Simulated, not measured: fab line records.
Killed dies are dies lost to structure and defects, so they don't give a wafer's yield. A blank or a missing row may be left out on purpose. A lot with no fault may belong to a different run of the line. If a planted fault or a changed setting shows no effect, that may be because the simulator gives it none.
Problem report in the 8D (eight disciplines) form, filled by code | flow gf180mcu | the parts of the form that need people (team, actions taken, sign-off) are left out

== 1. THE ISSUE ==
SAB_CVD_00_THK at GF_SAB_THK_MEAS_01 reads a mean of 74.0 nm on 6 wafers of 2 lots; wafers without a fault read 50.3 nm with a standard deviation of 0.75. That puts it +32 standard deviations away from the usual mean.
First observed at day 21 01:41: wafer L662.2, on film-metro-04. The record holds 42 wafers of 14 lots with a number at this step. By rule, "out" or "out of limits" means more than 4 standard deviations away from the usual mean. The rest of the wafers with a number are treated as sound.

== 2. WHAT IT IS, WHAT IT ISN'T ==
question                    | is                     | is not
which readings at this step | SAB_CVD_00_THK         | -
which lots                  | L662, L665             | L643, L644, L646, L647, L648, L649, L650, L651, L652, L654, L655, L666
which wafers of those lots  | all that have a number | -
read on which gauges        | film-metro-04          | film-metro-02, film-metro-03
when                        | from day 21 01:41      | up to then (33 sound wafers); but 3 sound wafers of L666 came after

== 3. SUSPECTS, AND WHAT RULES EACH OUT ==
Counting: any tool at a process step up to the reading is kept as a suspect provided that every lot that is out went through it and no sound lot did after the first of them.
- the gauge at GF_SAB_THK_MEAS_01: kept. All the wafers that are out were read on film-metro-04, and no step on other tools shows them out.
- pecvd-04 at GF_SAB_CVD_00 (deposits SiO2 from TEOS, target thk 50 nm, time 4.9302 s): kept. Every lot that is out went through it, starting with L662 (day 21 01:40), and after that it ran no sound lot; the last sound lot it ran before then is L655 (day 18 11:12).
After counting, pecvd-04 at GF_SAB_CVD_00 and film-metro-04 at GF_SAB_THK_MEAS_01 remain.

== 4. THE CAUSE (what the simulator had put in) ==
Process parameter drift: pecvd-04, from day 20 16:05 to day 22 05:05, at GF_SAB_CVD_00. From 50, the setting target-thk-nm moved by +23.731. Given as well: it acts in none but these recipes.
2 suspects survive the count, and this tool is in that group.

== 5. THE CHAIN OF EFFECTS, in route order ==
Each row: a reading where the mean over the struck wafers with a number is more than 3 standard deviations away from the usual. Only readings for which the record gives a usual standard deviation are gone through. hours: the time from each lot's start at the first step in this table that gives one to its start at this step, as a median over the lots. sigmas: the change in usual standard deviations.
hours | step               | reading        | usual   | on struck wafers | change | sigmas
0     | GF_SAB_THK_MEAS_01 | SAB_CVD_00_THK | 50.3 nm | 74.0             | +23.7  | +32
Later steps that measure or inspect, where all struck wafers having a row at the step show a number for every such reading and not one has moved that far: GF_CONTACT_THK_MEAS_03.

== 6. WHAT WOULD HAVE CAUGHT IT SOONER ==
10 hours passed between the start of the fault at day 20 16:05 and the first reading out of limits at a measuring or inspecting step in this record, taken at day 21 01:41.
Of the tool readings at GF_SAB_CVD_00 for which the record gives a usual standard deviation, none was out on any struck wafer, so an alarm limit of 4 standard deviations on them would not have fired.
Lots out: 2; of these, L665 started GF_SAB_CVD_00 on pecvd-04 after day 21 01:41. A tool hold placed at that time would have kept it from harm.
